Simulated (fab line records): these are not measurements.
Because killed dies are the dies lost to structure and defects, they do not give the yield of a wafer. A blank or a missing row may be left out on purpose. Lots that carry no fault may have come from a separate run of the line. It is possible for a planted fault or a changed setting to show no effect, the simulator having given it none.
Comparing a struck lot with a sound one + flow gf180mcu + 15 out of 602 route steps
Sound: the wafers L357.2, L357.4, L357.5. Struck: wafers L368.1, L368.3, L368.6. Last of all comes the cause.
Per side, at each step with rows, come the tool, then ch with its chambers, and then its first start. Under that, the readings that differ: sound wafers + struck wafers + difference of the means + sigmas: that difference in standard deviations of wafers without a fault.
alike: same words and numbers on both sides, and readings whose means sit less than 2 such deviations apart. not compared: any withheld reading, any reading some wafer has no value for, any bound like >300 that may hide the same value, and any number with overlapping values for which the record gives no deviation.
A row with sigmas, a row that says differs or no value, or rows on one side alone: a step with any of these is where the two part. Numbers that don't overlap but have no deviation are shown without sigmas and don't part them. Lack of a reading on every wafer of one side parts them only where that side has two or more wafers.

first, 6 steps without rows for these wafers: GF_TOP_METAL_HMDS_08 (prime time 60 s); GF_TOP_METAL_COAT_09 (resist thk 1500 nm); GF_TOP_METAL_SOFTBAKE_10 (time 60 s); GF_TOP_METAL_EXPOSE_11 (exposes mask MetalTop, target cd 440 nm); GF_TOP_METAL_PEB_12; GF_TOP_METAL_DEVELOP_13 (develop time 60 s).
GF_TOP_METAL_CD_MEAS_14: the cd target is 440 nm.
  sound on cd_sem-02 at day 29 02:37; struck on cd_sem-01 at day 32 05:23
  alike: cd_nm
GF_TOP_METAL_OVL_MEAS_15:
  sound on overlay-02 at day 29 02:43; struck on overlay-01 at day 32 05:31
  alike: TOP_METAL_OVL
GF_TOP_METAL_METAL_ETCH_16: etches the open film in Cl2/BCl3, stops on SiO2, target depth 1077.5 nm, time 179.6 s.
  sound on rie_metal-01 ch 0,1, day 29 02:45; struck on rie_metal-01 ch 1, day 32 05:33
  alike: bias_w, drypump_motor_current_A, oes_product_au, throttle_valve_pct
  not compared: rf_hours_counter_h
GF_TOP_METAL_STRIP_17: strips in O2/N2.
  sound on plasma_asher-03 ch 0,1, day 29 02:56; struck on plasma_asher-04 ch 0, day 32 05:54
| reading                     | sound       | struck      | difference | sigmas |
|-----------------------------|-------------|-------------|------------|--------|
| drypump_motor_current_A (A) | 5.1 5.1 5.9 | 6.3 6.3 6.3 | +0.9       | +3     |
| heater_power_w (W)          | 298 300 324 | 337 344 338 | +32        | +2     |
  alike: oes_product_au, strip_time_to_endpoint_s
  not compared: rf_hours_counter_h
then, 2 steps without rows for these wafers: GF_TOP_METAL_STRIP_18 (strips in post etch residue remover, time 1200 s); GF_TOP_METAL_CLEAN_19 (cleans in DIW).
GF_PASSIVATION_CVD_00: deposits SiO2 from TEOS, target thk 1000 nm, time 111.95 s.
  sound on pecvd-02 ch 0,1,2, day 29 03:28; struck on pecvd-04 ch 0,2, day 32 06:26
| reading          | sound             | struck            | difference | sigmas |
|------------------|-------------------|-------------------|------------|--------|
| run_length_s (s) | 140.5 138.9 139.2 | 143.2 143.8 143.2 | +3.9       | +6     |
  alike: heater_power_w
  not compared: model.SiO2_of_PASSIVATION_CVD_00.thk_nm
GF_PASSIVATION_THK_MEAS_01:
  sound on film_metro-01 at day 29 03:33; struck on film_metro-02 at day 32 06:31
  alike: PASSIVATION_CVD_00_THK
GF_PASSIVATION_PROBE_99:
  record: rows for the struck wafers here (prober-01, day 33 00:42), none for the sound ones

== WHERE THEY PART ==
At GF_TOP_METAL_STRIP_17 first; at GF_PASSIVATION_PROBE_99 last (within this record only).

WHY: what had been put in by the simulator
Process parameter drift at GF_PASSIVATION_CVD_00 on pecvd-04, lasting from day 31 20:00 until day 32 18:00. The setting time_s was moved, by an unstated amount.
